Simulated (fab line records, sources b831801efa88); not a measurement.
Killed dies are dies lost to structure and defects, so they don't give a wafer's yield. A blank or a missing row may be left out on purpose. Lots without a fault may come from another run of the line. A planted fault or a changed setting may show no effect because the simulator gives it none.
fab line records | flow sky130
record lots=5 wafers=15 last_day=50
route steps=708 shown VIA1@475 METAL2@483 PAD_OPEN@708
lots that met no fault: from a run of the same line without faults
start_h: hours from the record's first day to the start of the lot's first wafer shown | wait_h: hours since the lot's step before | " the same as in the row above | L1.1+2: a row that stands for several wafers | - no value, or no start given | * or withheld: withheld | < > ~ a bound
route shown NAME@n: a module of which the file shows steps, and the number in the route of the first | usual: mean/standard deviation of fault-free wafers | same: alike in all rows | chamber/n: place in a boat | sites: the reading at each site | _std_site: their standard deviation | _edge_site: outer sites' mean less inner sites' | radius_mm: how far each site lies from the wafer's centre | mask NAME#n: copy n | behind: the tool/chamber that last shaped the wafer | hold: why the lot was held/for how many hours/how that ended | device: the transistor (n, p or np) that didn't switch | end of line: the same wafers' tests at the end of the route | a step without rows: its recipe alone | killed: dies lost to structure and defects at the first sort, not the wafer's yield | map: a wafer's dies, x killed, . not, _ none there
set.NAME: the setting as run; set.NAME@STEP: as run at that earlier step | model.NAME: the simulator's own value behind a step, which no gauge read
lots at some steps of the route; a table a step, a row a wafer
services: from which hour (start_h, from the record's first day; less than 0 if before it) a tool's chamber was out of use, for how many hours, and why
## steps
# step SKY_VIA1_STRIP_17
# recipe chemistry=post_etch_residue_remover time_s=1200 temp_c=72.5
# step SKY_VIA1_CLEAN_18
# recipe chemistry=IPA time_s=180 temp_c=25
# step SKY_VIA1_CLEAN_19
# recipe chemistry=O3/DIW dry=n2_spin
# step SKY_VIA1_SPUTTER_20
# recipe material=TiN target_thk_nm=20 chamber_pressure_pa=5 power_w=4000 time_s=80
# usual throttle_valve_pct=30.0/1.2
# columns lot.wafer tool chamber start_h wait_h throttle_valve_pct
L558.2 pvd_sputter-02 - 798.44 0.0 27.9
L558.4 " - " " 30.0
L558.5 " - " " 28.2
L564.3 pvd_sputter-04 - 847.64 0.0 31.5
L564.4 " - " " 31.6
L564.6 " - " " 31.4
L573.2 pvd_sputter-04 - 926.43 0.0 31.5
L573.4 " - " " 32.5
L573.6 " - " " 31.4
L576.2 pvd_sputter-01 - 944.69 0.0 29.7
L576.4 " - " " 30.9
L576.6 " - " " 29.0
L578.1 pvd_sputter-04 - 954.10 0.0 30.8
L578.4 " - " " 31.5
L578.6 " - " " 31.4
# step SKY_VIA1_CVD_21
# recipe material=W target_thk_nm=270 time_s=80.902 temp_c=400 pressure_torr=40
# usual heater_power_w=808/83
# columns lot.wafer tool chamber start_h wait_h heater_power_w
L558.2 cvd_w-02 0 798.50 0.0 697
L558.4 " 0 " " 707
L558.5 " 0 " " 694
L564.3 cvd_w-02 1 847.73 0.1 770
L564.4 " 0 " " 719
L564.6 " 0 " " 718
L573.2 cvd_w-01 0 926.50 0.0 925
L573.4 " 1 " " 845
L573.6 " 0 " " 917
L576.2 cvd_w-01 1 944.75 0.0 869
L576.4 " 0 " " 918
L576.6 " 0 " " 903
L578.1 cvd_w-02 0 954.16 0.0 720
L578.4 " 1 " " 799
L578.6 " 0 " " 724
# step SKY_VIA1_RS_MEAS_22
# recipe thk_meas_gauge=four-point-probe reads=W_of_VIA1_CVD_21+TiN_of_VIA1_SPUTTER_20
# usual VIA1_W_RS=0.426/0.0049
# columns lot.wafer tool chamber start_h wait_h VIA1_W_RS[ohm/sq]
L558.2 film_metro-04 - 798.61 0.1 0.428
L558.4 " - " " 0.429
L558.5 " - " " 0.423
L564.3 film_metro-01 - 847.84 0.1 0.421
L564.4 " - " " 0.423
L564.6 " - " " 0.425
L573.2 film_metro-01 - 926.61 0.1 0.420
L573.4 " - " " 0.440
L573.6 " - " " 0.423
L576.2 film_metro-02 - 944.86 0.1 0.433
L576.4 " - " " 0.419
L576.6 " - " " 0.415
L578.1 film_metro-01 - 954.25 0.1 0.430
L578.4 " - " " 0.429
L578.6 " - " " 0.426
# step SKY_VIA1_THK_MEAS_23
# recipe thk_meas_gauge=xrf reads=W_of_VIA1_CVD_21
# usual VIA1_W_THK=267/4.7
# columns lot.wafer tool chamber start_h wait_h VIA1_W_THK[nm]
L558.2 film_metro-04 - 798.72 0.1 267
L558.4 " - " " 267
L558.5 " - " " 268
L564.3 film_metro-01 - 847.94 0.1 266
L564.4 " - " " 263
L564.6 " - " " 264
L573.2 film_metro-01 - 926.72 0.1 269
L573.4 " - " " 256
L573.6 " - " " 266
L576.2 film_metro-02 - 944.97 0.1 260
L576.4 " - " " 268
L576.6 " - " " 270
L578.1 film_metro-01 - 954.37 0.1 259
L578.4 " - " " 260
L578.6 " - " " 264
# step SKY_VIA1_CMP_24
# recipe stop_on=SiO2 t_overpolish_s=15 down_force_psi=3.5 platen_rpm=60 target_thk_nm=0 pad_velocity_m_s=0.94248
# usual head_pressure_psi=3.500/0.0073 motor_current_A=11.1/1 overpolish_run_s=14.999/0.0091 time_to_endpoint_s=63.2/2.3
# same t_overpolish_s=15
# columns lot.wafer tool chamber start_h wait_h head_pressure_psi motor_current_A overpolish_run_s time_to_endpoint_s
L558.2 cmp-01 3 798.77 0.0 3.493 10.1 14.999 62.0
L558.4 " 2 " " 3.496 12.4 15.002 66.1
L558.5 " 0 " " 3.499 11.1 14.996 65.9
L564.3 cmp-02 3 848.03 0.1 3.492 10.7 15.015 61.0
L564.4 " 1 " " 3.502 11.9 14.990 62.6
L564.6 " 2 " " 3.499 10.3 14.990 64.4
L573.4 cmp-01 2 926.77 0.0 3.484 11.7 14.995 60.7
L573.2 " 1 " " 3.492 10.7 14.986 64.1
L573.6 " 2 " " 3.490 12.6 14.997 65.2
L576.2 cmp-02 2 945.49 0.5 3.508 10.1 14.999 63.5
L576.4 " 1 " " 3.484 12.1 14.993 66.4
L576.6 " 3 " " 3.515 10.2 14.990 63.0
L578.1 cmp-02 0 954.48 0.1 3.493 12.2 15.008 65.0
L578.4 " 1 " " 3.504 12.0 15.002 64.2
L578.6 " 3 " " 3.495 10.4 15.008 63.0
# step SKY_METAL2_SPUTTER_00
# recipe material=Ti target_thk_nm=15 power_w=3000 time_s=10 chamber_pressure_pa=0.4
# step SKY_METAL2_SPUTTER_01
# recipe material=TiN target_thk_nm=20 power_w=6500 time_s=16.7 chamber_pressure_pa=0.4
# step SKY_METAL2_SPUTTER_02
# recipe material=AlCu target_thk_nm=250 power_w=10600 time_s=13.3 chamber_pressure_pa=0.4
# step SKY_METAL2_SPUTTER_03
# recipe material=Ti target_thk_nm=5 power_w=3000 time_s=3.3 chamber_pressure_pa=0.4
# step SKY_METAL2_SPUTTER_04
# recipe material=TiN target_thk_nm=70 power_w=6500 time_s=58.3 chamber_pressure_pa=0.4
# usual throttle_valve_pct=30.4/0.89
# columns lot.wafer tool chamber start_h wait_h throttle_valve_pct model.TiN_of_METAL2_SPUTTER_04.thk_nm
L558.2 pvd_sputter-04 - 799.16 0.0 30.9 69.81
L558.4 " - " " 31.6 69.6
L558.5 " - " " 30.9 69.8
L564.3 pvd_sputter-01 - 848.37 0.0 28.9 70.21
L564.4 " - " " 29.8 106.5
L564.6 " - " " 29.7 107.1
L573.2 pvd_sputter-03 - 927.16 0.0 30.6 71
L573.4 " - " " 29.5 70.77
L573.6 " - " " 30.5 70.92
L576.2 pvd_sputter-04 - 945.88 0.0 31.0 69.83
L576.4 " - " " 31.4 69.7
L576.6 " - " " 31.2 69.84
L578.1 pvd_sputter-01 - 954.82 0.0 28.9 69.03
L578.4 " - " " 30.9 69.13
L578.6 " - " " 30.5 68.76
# step SKY_METAL2_RS_MEAS_05
# recipe thk_meas_gauge=four-point-probe reads=TiN_of_METAL2_SPUTTER_04+Ti_of_METAL2_SPUTTER_03+AlCu_of_METAL2_SPUTTER_02+TiN_of_METAL2_SPUTTER_01+Ti_of_METAL2_SPUTTER_00
# usual METAL2_ALCU_RS=0.1266/0.0012
# columns lot.wafer tool chamber start_h wait_h METAL2_ALCU_RS[ohm/sq]
L558.2 film_metro-01 - 799.23 0.0 0.1259
L558.4 " - " " 0.1251
L558.5 " - " " 0.1261
L564.3 film_metro-02 - 848.46 0.1 0.1275
L564.4 " - " " 0.1245
L564.6 " - " " 0.1249
L573.2 film_metro-01 - 927.23 0.0 0.1243
L573.4 " - " " 0.1250
L573.6 " - " " 0.1248
L576.2 film_metro-01 - 945.95 0.0 0.1269
L576.4 " - " " 0.1267
L576.6 " - " " 0.1262
L578.1 film_metro-02 - 954.87 0.0 0.1290
L578.4 " - " " 0.1280
L578.6 " - " " 0.1270
# step SKY_METAL2_THK_MEAS_06
# recipe thk_meas_gauge=xrf reads=AlCu_of_METAL2_SPUTTER_02
# usual METAL2_ALCU_THK=248/3
# columns lot.wafer tool chamber start_h wait_h METAL2_ALCU_THK[nm]
L558.2 film_metro-01 - 799.34 0.1 248
L558.4 " - " " 253
L558.5 " - " " 246
L564.3 film_metro-02 - 848.56 0.1 244
L564.4 " - " " 231
L564.6 " - " " 230
L573.2 film_metro-01 - 927.34 0.1 250
L573.4 " - " " 250
L573.6 " - " " 252
L576.2 film_metro-01 - 946.06 0.1 246
L576.4 " - " " 248
L576.6 " - " " 247
L578.1 film_metro-02 - 954.99 0.1 245
L578.4 " - " " 245
L578.6 " - " " 250
# step SKY_METAL2_DEHYDRATE_07
# recipe temp_c=200 time_s=60
# step SKY_METAL2_HMDS_08
# recipe prime_time_s=60 prime_temp_c=120
# step SKY_METAL2_COAT_09
# recipe resist=BARC temp_c=withheld time_s=withheld spin_rpm=3000 resist_thk_nm=60
# step SKY_METAL2_COAT_10
# recipe resist=KrF-thick spin_rpm=3000 resist_thk_nm=450
# step SKY_METAL2_SOFTBAKE_11
# recipe temp_c=100 time_s=90 resist=KrF-thick
# step SKY_METAL2_EXPOSE_12
# recipe mask_id=MM2 na=0.8 source_shape=annular sigma_inner=0.55 sigma_outer=0.85 target_cd_nm=140 dose_mj=28
# step SKY_METAL2_PEB_13
# recipe peb_temp_c=withheld peb_time_s=withheld resist=KrF-thick
# step SKY_METAL2_DEVELOP_14
# recipe develop_time_s=60 resist=KrF-thick dev_temp_c=21
# step SKY_METAL2_CD_MEAS_15
# recipe target_cd_nm=140
# usual cd_nm=140.0/1.4
# columns lot.wafer tool chamber start_h wait_h cd_nm
L558.2 cd_sem-02 - 826.99 - 140.0
L558.4 " - " " 140.6
L558.5 " - " " 139.2
L564.3 cd_sem-02 - 875.04 - 138.0
L564.4 " - " " 138.4
L564.6 " - " " 139.4
L573.2 cd_sem-01 - 951.77 - 140.1
L573.4 " - " " 140.0
L573.6 " - " " 140.3
L576.2 cd_sem-01 - 969.84 - 136.1
L576.4 " - " " 138.4
L576.6 " - " " 137.3
L578.1 cd_sem-02 - 978.87 - 138.6
L578.4 " - " " 137.9
L578.6 " - " " 139.0
# step SKY_METAL2_OVL_MEAS_16
# usual METAL2_OVL=1/5.4
# columns lot.wafer tool chamber start_h wait_h METAL2_OVL[nm]
L558.2 overlay-01 - 827.09 0.1 4
L558.4 " - " " 6
L558.5 " - " " 11
L564.3 overlay-01 - 875.13 0.1 -6
L564.4 " - " " -10
L564.6 " - " " 4
L573.2 overlay-02 - 951.87 0.1 0
L573.4 " - " " 4
L573.6 " - " " 5
L576.2 overlay-01 - 969.95 0.1 -9
L576.4 " - " " -10
L576.6 " - " " -4
L578.1 overlay-02 - 978.99 0.1 0
L578.4 " - " " 2
L578.6 " - " " 4
# step SKY_METAL2_DESCUM_17
# recipe chemistry=O2 source_power_w=150 bias_power_w=0 pressure_mtorr=10 temp_c=40 time_s=8
# step SKY_METAL2_ETCH_18
# recipe chemistry=N2/H2 target=BARC ion_energy_ev=200 bias_w=100 pressure_mtorr=30 n2_flow_sccm=100 h2_flow_sccm=200 icp_w=500 stop_on=SiO2 time_s=45.9 target_depth_a=600
# usual drypump_motor_current_A=5.78/0.26 oes_product_au=0.855/0.0045 throttle_valve_pct=13.224/0.0087
# columns lot.wafer tool chamber start_h wait_h drypump_motor_current_A oes_product_au rf_hours_counter_h throttle_valve_pct
L558.2 rie_metal-04 1 827.15 0.0 6.04 0.847 7 13.229
L558.4 " 0 " " 5.71 0.849 - 13.217
L558.5 " 0 " " 5.73 0.851 - 13.221
L564.3 rie_metal-02 0 875.21 0.0 5.60 0.855 - 13.225
L564.4 " 1 " " 5.73 0.855 - 13.232
L564.6 " 0 " " 5.57 0.846 - 13.222
L573.2 rie_metal-03 1 951.94 0.0 6.05 0.853 18 13.220
L573.4 " 0 " " 5.36 0.857 - 13.220
L573.6 " 0 " " 5.38 0.853 - 13.225
L576.2 rie_metal-02 1 970.01 0.0 5.75 0.852 10 13.221
L576.4 " 0 " " 5.61 0.858 - 13.247
L576.6 " 1 " " 5.74 0.863 - 13.234
L578.1 rie_metal-04 0 979.05 0.0 5.69 0.860 16 13.228
L578.4 " 0 " " 5.70 0.856 - 13.220
L578.6 " 0 " " 5.68 0.852 - 13.225
# step SKY_METAL2_METAL_ETCH_19
# recipe target_depth_a=3600 stop_on=SiO2 over_etch_frac=0.3 time_s=78 chemistry=Cl2/BCl3 resist_sidewall_deg=88 pressure_mtorr=10 icp_w=900 bias_w=48.5 Cl2_flow_sccm=60 bcl3_flow_sccm=30
# step SKY_METAL2_STRIP_20
# recipe chemistry=O2/N2 power_w=1400 pressure_mtorr=1500 platen_temp_c=withheld o2_flow_sccm=3000 n2_flow_sccm=300 overash_fraction=0.5
# usual drypump_motor_current_A=5.8/0.5 oes_product_au=0.344/0.0051 strip_time_to_endpoint_s=2.72/0.035
# columns lot.wafer tool chamber start_h wait_h drypump_motor_current_A oes_product_au rf_hours_counter_h strip_time_to_endpoint_s
L558.2 plasma_asher-01 0 827.31 0.1 6.1 0.348 9 2.75
L558.4 " 1 " " 5.4 0.351 - 2.77
L558.5 " 1 " " 5.4 0.341 - 2.73
L564.3 plasma_asher-01 1 875.37 0.1 5.4 0.348 - 2.62
L564.4 " 0 " " 6.1 0.349 - 2.71
L564.6 " 0 " " 6.1 0.336 - 2.62
L573.2 plasma_asher-03 1 952.09 0.1 5.8 0.347 117 2.70
L573.4 " 1 " " 5.9 0.334 - 2.70
L573.6 " 0 " " 5.0 0.344 - 2.71
L576.2 plasma_asher-02 1 970.16 0.1 6.3 0.335 59 2.70
L576.4 " 1 " " 6.3 0.335 - 2.69
L576.6 " 0 " " 6.4 0.350 - 2.68
L578.1 plasma_asher-01 0 979.21 0.1 6.1 0.339 26 2.73
L578.4 " 0 " " 6.1 0.350 - 2.72
L578.6 " 0 " " 6.1 0.348 - 2.74
# step SKY_METAL2_STRIP_21
# recipe chemistry=post_etch_residue_remover time_s=1200 temp_c=72.5
# columns lot.wafer tool chamber start_h wait_h model.TiN_of_METAL2_SPUTTER_04.thk_nm
L558.2 wet_bench-01 3 827.41 0.1 69.39
L558.4 " 3 " " 69.18
L558.5 " 3 " " 69.37
L564.3 wet_bench-04 0 875.44 0.0 69.79
L564.4 " 0 " " 106.1
L564.6 " 0 " " 106.7
L573.2 wet_bench-01 1 952.19 0.1 70.59
L573.4 " 1 " " 70.36
L573.6 " 1 " " 70.5
L576.2 wet_bench-01 3 970.26 0.1 69.41
L576.4 " 3 " " 69.28
L576.6 " 3 " " 69.42
L578.1 wet_bench-01 3 979.31 0.1 68.61
L578.4 " 3 " " 68.72
L578.6 " 3 " " 68.35
# step SKY_METAL2_CLEAN_22
# recipe chemistry=IPA time_s=180 temp_c=25
# step SKY_PAD_OPEN_PROBE_99
# usual defect_limited_yield=82.4/2.1 killed_at_M0_to_M3=43/7.4 killed_at_M4_up=3.1/1.9 killed_at_contacts=25/5.4 killed_at_front_end=15/4.3 killed_at_other=0.3/0.54 killed_dies=86/10 killed_open=46/7.4 killed_short=40/7 sort_bin_3_pad_short=0.9/0.39 sort_bin_5_function=10.3/1.6 sort_bin_6_memory=6.4/1.1 sort_n_pass=406/10 sort_yield_pct=82.4/2.1
# same gross_dies=492 killed_at_back_side=0 sort_bin_4_leakage[%]=0 sort_bin_8_speed[%]=0
# columns lot.wafer tool chamber start_h wait_h defect_limited_yield[%] killed_at_M0_to_M3 killed_at_M4_up killed_at_contacts killed_at_front_end killed_at_other killed_dies killed_open killed_short sort_bin_3_pad_short[%] sort_bin_5_function[%] sort_bin_6_memory[%] sort_n_pass sort_yield_pct[%] model.etest.via2_chain.rc_ohm
L558.2 prober-02 - 1080.68 0.1 82.1 47 2 25 14 0 88 49 38 0.8 10.2 6.9 404 82.1 9.781
L558.4 prober-02 - 1080.78 0.2 78.7 51 4 41 9 0 105 56 49 1.4 11.2 8.7 387 78.7 9.189
L558.5 prober-02 - 1080.83 0.2 81.9 49 3 25 12 0 89 45 44 0.6 10.6 6.9 403 81.9 10.38
L564.3 prober-02 - 1119.94 0.2 81.3 43 6 24 19 0 92 37 55 1.2 10.0 7.5 400 81.3 9.788
L564.4 prober-02 - 1119.99 0.2 82.1 43 2 25 16 2 88 51 36 0.8 11.4 5.7 404 82.1 11.34
L564.6 prober-02 - 1120.09 0.2 82.3 43 1 21 22 0 87 40 47 1.2 11.2 5.3 405 82.3 10.57
L573.2 prober-01 - 1175.61 0.1 83.3 36 7 19 20 0 82 46 34 0.4 11.0 5.3 410 83.3 9.79
L573.4 prober-01 - 1175.71 0.2 81.1 43 5 28 17 0 93 55 38 0.8 10.8 7.3 399 81.1 10.01
L573.6 prober-01 - 1175.81 0.2 85.8 36 3 13 16 2 70 37 32 0.8 8.3 5.1 422 85.8 9.74
L576.2 prober-02 - 1189.75 0.1 82.1 43 1 29 14 1 88 56 31 0.4 11.4 6.1 404 82.1 10.22
L576.4 prober-02 - 1189.85 0.2 84.6 37 2 18 18 1 76 43 32 1.4 7.5 6.5 416 84.6 9.79
L576.6 prober-02 - 1189.95 0.2 80.1 45 4 35 14 0 98 47 51 1.2 11.8 6.9 394 80.1 9.99
L578.1 prober-02 - 1193.99 0.1 82.9 42 2 24 15 1 84 39 45 1.4 9.1 6.5 408 82.9 9.535
L578.4 prober-02 - 1194.14 0.2 84.3 38 3 26 10 0 77 49 28 0.4 9.3 5.9 415 84.3 9.579
L578.6 prober-02 - 1194.24 0.2 85.4 29 3 30 10 0 72 45 27 0.8 8.9 4.9 420 85.4 9.854
# killed by level:class
L558.2 CONTACT:geometric_particle:open=12 VIA1:geometric_particle:open=11 VIA3:geometric_particle:open=7 LI_CONTACT:geometric_particle:open=6 METAL1:geometric_particle:short=5 VIA2:geometric_particle:open=5 VIA2:geometric_particle:short=5 CONTACT:geometric_particle:short=4
L558.4 VIA1:geometric_particle:open=13 CONTACT:geometric_particle:short=10 LI_CONTACT:geometric_particle:open=9 CONTACT:geometric_particle:open=9 VIA3:geometric_particle:open=9 METAL2:geometric_particle:short=7 LOCAL_INTERCONNECT:geometric_particle:short=7 VIA2:geometric_particle:open=7
L558.5 CONTACT:geometric_particle:open=11 METAL1:geometric_particle:short=9 VIA3:geometric_particle:open=8 VIA1:geometric_particle:open=7 VIA3:geometric_particle:short=6 VIA2:geometric_particle:open=6 METAL2:geometric_particle:short=5 LI_CONTACT:geometric_particle:open=4
L564.3 FIELD_ISO:geometric_particle:short=11 LI_CONTACT:geometric_particle:open=8 METAL2:geometric_particle:short=8 VIA1:geometric_particle:open=7 CONTACT:geometric_particle:open=5 VIA1:geometric_particle:short=5 POLY_GATE:geometric_particle:short=4 LI_CONTACT:geometric_particle:short=4
L564.4 VIA1:geometric_particle:open=11 LI_CONTACT:geometric_particle:open=10 POLY_GATE:geometric_particle:short=6 METAL2:geometric_particle:open=6 LI_CONTACT:geometric_particle:short=6 CONTACT:geometric_particle:short=5 POLY_GATE:geometric_particle:open=5 VIA1:geometric_particle:short=5
L564.6 LI_CONTACT:geometric_particle:open=8 VIA3:geometric_particle:open=8 METAL2:geometric_particle:short=7 FIELD_ISO:geometric_particle:short=6 METAL1:geometric_particle:short=6 VIA1:geometric_particle:open=6 CONTACT:geometric_particle:open=5 POLY_GATE:geometric_particle:short=4
L573.2 VIA1:geometric_particle:open=11 FIELD_ISO:geometric_particle:short=10 VIA2:geometric_particle:open=9 CONTACT:geometric_particle:open=8 CONTACT:geometric_particle:short=5 VIA1:geometric_particle:short=4 LI_CONTACT:geometric_particle:open=4 METAL4:geometric_particle:short=4
L573.4 CONTACT:geometric_particle:open=15 VIA1:geometric_particle:open=13 FIELD_ISO:geometric_particle:short=7 LI_CONTACT:geometric_particle:open=6 VIA3:geometric_particle:open=6 POLY_GATE:geometric_particle:short=4 VIA1:geometric_particle:short=4 VIA2:geometric_particle:open=4
L573.6 VIA1:geometric_particle:open=8 METAL1:geometric_particle:short=6 VIA2:geometric_particle:open=6 CONTACT:geometric_particle:open=5 POLY_GATE:geometric_particle:open=4 LOCAL_INTERCONNECT:geometric_particle:short=4 FIELD_ISO:geometric_particle:open=3 SPACER:geometric_particle:short=3
L576.2 VIA1:geometric_particle:open=16 CONTACT:geometric_particle:open=10 VIA2:geometric_particle:open=9 LI_CONTACT:geometric_particle:open=7 VIA3:geometric_particle:open=6 FIELD_ISO:geometric_particle:short=4 LI_CONTACT:geometric_particle:short=4 LOCAL_INTERCONNECT:geometric_particle:short=4
L576.4 VIA1:geometric_particle:open=12 VIA2:geometric_particle:open=7 VIA3:geometric_particle:open=6 FIELD_ISO:geometric_particle:short=5 LOCAL_INTERCONNECT:geometric_particle:short=4 CONTACT:geometric_particle:short=4 CONTACT:geometric_particle:open=4 POLY_GATE:geometric_particle:short=3
L576.6 LOCAL_INTERCONNECT:geometric_particle:short=9 CONTACT:geometric_particle:open=9 VIA3:geometric_particle:open=9 LI_CONTACT:geometric_particle:open=8 METAL2:geometric_particle:short=7 VIA1:geometric_particle:open=6 CONTACT:geometric_particle:short=6 METAL1:geometric_particle:short=6
L578.1 METAL1:geometric_particle:short=10 CONTACT:geometric_particle:open=8 FIELD_ISO:geometric_particle:short=7 VIA1:geometric_particle:open=6 LI_CONTACT:geometric_particle:open=5 CONTACT:geometric_particle:short=5 VIA2:geometric_particle:open=5 METAL2:geometric_particle:short=4
L578.4 VIA1:geometric_particle:open=12 LI_CONTACT:geometric_particle:open=9 CONTACT:geometric_particle:open=9 VIA2:geometric_particle:open=6 POLY_GATE:geometric_particle:open=4 METAL1:geometric_particle:short=4 VIA2:geometric_particle:short=4 CONTACT:geometric_particle:short=3
L578.6 CONTACT:geometric_particle:open=13 VIA1:geometric_particle:open=7 LI_CONTACT:geometric_particle:open=7 METAL1:geometric_particle:short=6 LI_CONTACT:geometric_particle:short=4 CONTACT:geometric_particle:short=3 VIA2:geometric_particle:open=3 FIELD_ISO:geometric_particle:short=2
## services
# columns tool chamber start_h hours kind
pvd_sputter-01 - 781.14 1.9 repair
cmp-02 - 817.57 0.8 repair
pvd_sputter-04 - 819.28 1.4 repair
plasma_asher-03 - 821.21 1.3 repair
rie_metal-03 - 828.85 0.7 repair
pvd_sputter-04 - 833.20 7.6 repair
wet_bench-04 - 834.30 1.9 pm
cmp-02 - 837.78 4.6 pm
cvd_w-01 0 850.31 12.8 repair
cmp-01 - 869.16 5.3 pm
plasma_asher-02 - 871.61 2.5 repair
cmp-02 - 874.69 11.1 pm
rie_metal-03 - 880.64 0.6 repair
cvd_w-01 - 887.22 1.0 repair
cvd_w-01 - 890.53 2.8 repair
pvd_sputter-04 - 892.02 9.0 repair
cvd_w-01 - 904.15 14.0 pm
cmp-02 - 912.06 4.0 pm
cmp-02 - 914.04 1.4 repair
cmp-02 - 937.76 2.3 repair
pvd_sputter-04 - 939.78 1.8 repair
cmp-01 - 941.52 5.0 repair
plasma_asher-01 - 960.59 14.3 repair
cmp-01 - 974.68 2.7 repair
## key
first_sign step=SKY_METAL2_THK_MEAS_06 reading=METAL2_ALCU_THK direction=down sigmas=5.6 usual=248 struck=231
effect none on later readings
model_effect step=SKY_METAL2_SPUTTER_04 value=TiN_of_METAL2_SPUTTER_04.thk_nm without=70.17 struck=106.8
model_effect step=SKY_METAL2_STRIP_21 value=TiN_of_METAL2_SPUTTER_04.thk_nm without=69.75 struck=106.4
model_effect step=SKY_PAD_OPEN_PROBE_99 value=etest.via2_chain.rc_ohm without=9.929 struck=10.96
met_at SKY_METAL2_SPUTTER_04
struck_wafers L564.4,L564.6
fault kind=process_parameter_drift tool=pvd_sputter-01 chamber=- onset_h=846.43 steps=SKY_METAL2_SPUTTER_04 channel=target_thk_nm offset=36.645 shape=step end_h=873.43 acts_in=these_recipes_only stated=70 scope=struck_wafers_only
